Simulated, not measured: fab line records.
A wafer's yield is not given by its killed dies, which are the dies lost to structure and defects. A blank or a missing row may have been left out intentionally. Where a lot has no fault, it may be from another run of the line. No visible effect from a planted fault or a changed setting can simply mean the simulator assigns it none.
A struck lot beside a sound one ; flow sky130 ; 43 steps out of a route of 708
Sound: these wafers, L838.2, L838.3, L838.6. Struck: wafers L844.2, L844.6. (L844.4 of the same lot was not struck and is left out.) The cause comes at the end.
Per side, at each step with rows, come the tool, then ch with its chambers, and then its first start. Under that, the readings that differ: sound wafers ; struck wafers ; difference of the means ; sigmas: that difference in standard deviations of wafers without a fault.
alike: readings with means less than 2 such deviations apart, plus words and numbers identical on both sides. not compared: withheld readings, readings lacking a value on some wafer, bounds such as >300 that could conceal the same value, and numbers that have no deviation in the record and whose values overlap.
Wherever a step has rows on one side only, a row that says differs or no value, or a row with sigmas, the two part there. When numbers do not overlap yet have no deviation, they are printed without sigmas and do not part them. A reading missing from all wafers of one side parts the sides only when that side holds two or more wafers.

first, 3 steps without rows for these wafers: SKY_CONTACT_STRIP_20 (strips in post etch residue remover, time 1200 s); SKY_CONTACT_CLEAN_21 (cleans in IPA, time 180 s); SKY_CONTACT_CLEAN_22 (cleans in O3/DIW).
SKY_CONTACT_SPUTTER_23: material TiN, target thk 20 nm, time 80 s.
  sound on pvd_sputter-02, day 33 08:08; struck on pvd_sputter-02, day 34 21:35
  alike: throttle_valve_pct
SKY_CONTACT_CVD_24: deposits W, target thk 340 nm, time 102.12 s.
  sound on cvd_w-01 ch 0,1, day 33 08:11; struck on cvd_w-01 ch 0, day 34 21:39
  alike: chamber_pressure_Torr, heater_power_w
SKY_CONTACT_RS_MEAS_25: measures by four-point-probe.
  sound on film_metro-03, day 33 08:19; struck on film_metro-04, day 34 21:47
  alike: CONTACT_W_RS
SKY_CONTACT_THK_MEAS_26: measures by xrf.
  sound on film_metro-03, day 33 08:26; struck on film_metro-04, day 34 21:53
  alike: CONTACT_W_THK
then, 1 step without rows for these wafers: SKY_CONTACT_CMP_27 (polishes, stops on SiO2, t overpolish 15 s, target thk 0 nm).
SKY_METAL1_SPUTTER_00: material Ti, target thk 15 nm, time 10 s.
  sound on pvd_sputter-03, day 33 08:47; struck on pvd_sputter-03, day 34 22:14
  alike: throttle_valve_pct
then, 2 steps without rows for these wafers: SKY_METAL1_SPUTTER_01 (material TiN, target thk 20 nm, time 16.7 s); SKY_METAL1_SPUTTER_02 (material AlCu, target thk 250 nm, time 13.3 s).
SKY_METAL1_SPUTTER_03: material Ti, target thk 5 nm, time 3.3 s.
  sound on pvd_sputter-03, day 33 08:52; struck on pvd_sputter-03, day 34 22:19
  alike: throttle_valve_pct
SKY_METAL1_SPUTTER_04: material TiN, target thk 70 nm, time 58.3 s.
  sound on pvd_sputter-03, day 33 08:52; struck on pvd_sputter-03, day 34 22:20
  alike: throttle_valve_pct
SKY_METAL1_RS_MEAS_05: measures by four-point-probe.
  sound on film_metro-04, day 33 08:56; struck on film_metro-01, day 34 22:24
  alike: METAL1_ALCU_RS
SKY_METAL1_THK_MEAS_06: measures by xrf.
  sound on film_metro-04, day 33 09:03; struck on film_metro-01, day 34 22:31
  alike: METAL1_ALCU_THK
then, 8 steps without rows for these wafers: SKY_METAL1_DEHYDRATE_07 (time 60 s); SKY_METAL1_HMDS_08 (prime time 60 s); SKY_METAL1_COAT_09 (resist thk 60 nm); SKY_METAL1_COAT_10 (resist thk 450 nm); SKY_METAL1_SOFTBAKE_11 (time 90 s); SKY_METAL1_EXPOSE_12 (exposes mask MM1, target cd 140 nm); SKY_METAL1_PEB_13; SKY_METAL1_DEVELOP_14 (develop time 60 s).
SKY_METAL1_CD_MEAS_15 targets a cd of 140 nm.
  sound on cd_sem-01, day 34 12:29; struck on cd_sem-01, day 36 00:50
reading;sound;struck;difference;sigmas
cd_nm (nm);139.0 137.1 140.2;142.1 143.8;+4.2;+3
SKY_METAL1_OVL_MEAS_16:
  sound on overlay-02, day 34 12:37; struck on overlay-01, day 36 00:56
  alike: METAL1_OVL
then, 2 steps without rows for these wafers: SKY_METAL1_DESCUM_17 (chemistry O2, time 8 s); SKY_METAL1_ETCH_18 (etches BARC in N2/H2, stops on SiO2, time 45.9 s, target depth 60 nm).
SKY_METAL1_METAL_ETCH_19: etches the open film in Cl2/BCl3, stops on SiO2, target depth 360 nm, time 78 s.
  sound on rie_metal-01 ch 0,1, day 34 12:44; struck on rie_metal-03 ch 1, day 36 01:04
  alike: bias_w, drypump_motor_current_A, oes_product_au, throttle_valve_pct
  not compared: rf_hours_counter_h
then, 5 steps without rows for these wafers: SKY_METAL1_STRIP_20 (strips in O2/N2); SKY_METAL1_STRIP_21 (strips in post etch residue remover, time 1200 s); SKY_METAL1_CLEAN_22 (cleans in IPA, time 180 s); SKY_METAL1_CLEAN_23 (cleans in O3/DIW); SKY_VIA1_HDPCVD_00 (deposits SiO2, target thk 1030 nm, time 171.7 s).
SKY_VIA1_THK_MEAS_01:
  sound on film_metro-01, day 34 13:35; struck on film_metro-02, day 36 01:52
reading;sound;struck;difference;sigmas
VIA1_HDPCVD_THK (nm);1049 1041 1033;1016 1025;-20;-2
then, 1 step without rows for these wafers: SKY_VIA1_CMP_02 (polishes SiO2).
SKY_VIA1_BOW_MEAS_03:
  sound on film_metro-01, day 34 13:57; struck on film_metro-02, day 36 02:14
  alike: VIA1_BOW
then, 6 steps without rows for these wafers: SKY_VIA1_DEHYDRATE_04 (time 60 s); SKY_VIA1_HMDS_05 (prime time 60 s); SKY_VIA1_COAT_06 (resist thk 60 nm); SKY_VIA1_COAT_07 (resist thk 450 nm); SKY_VIA1_SOFTBAKE_08 (time 90 s); SKY_VIA1_EXPOSE_09 (exposes mask VIM, target cd 150 nm).
-- the record jumps here: 12 days lie between the struck wafers' starts before and after (it left off in module VIA1 and takes up again in module PAD_OPEN, whose first step shown is number 708 of the route) --
SKY_PAD_OPEN_PROBE_99:
  sound on prober-02, day 47 04:22; struck on prober-02, day 48 09:57
reading;sound;struck;difference;sigmas
defect_limited_yield (%);80.7 84.8 81.5;77.4 76.4;-5.4;-3
killed_at_M0_to_M3;56 47 55;70 80;+22;+3
killed_dies;95 75 91;111 116;+26;+3
sort_bin_3_pad_short (%);1.0 1.0 1.0;1.8 2.6;+1.2;+3
sort_bin_5_function (%);10.8 8.3 9.6;14.2 15.2;+5.1;+3
sort_n_pass;397 417 401;381 376;-26;-3
sort_yield_pct (%);80.7 84.8 81.5;77.4 76.4;-5.4;-3
model.etest.tester.sort_n_pass;397 417 401;381 376;-26;
model.etest.tester.sort_yield_pct (%);80.69 84.76 81.5;77.44 76.42;-5.39;
model.etest.tester.sort_bin_5_pct (%);10.77 8.333 9.553;14.23 15.24;+5.18;
model.etest.tester.sort_bin_3_pct (%);1.016 1.016 1.016;1.829 2.642;+1.220;
  alike: killed_at_M4_up, killed_at_contacts, killed_at_front_end, killed_at_other, killed_open, killed_short, sort_bin_6_memory

## WHERE THEY PART
At SKY_METAL1_CD_MEAS_15 first; at SKY_PAD_OPEN_PROBE_99 last (within this record only).

WHY: whatever the simulator had introduced
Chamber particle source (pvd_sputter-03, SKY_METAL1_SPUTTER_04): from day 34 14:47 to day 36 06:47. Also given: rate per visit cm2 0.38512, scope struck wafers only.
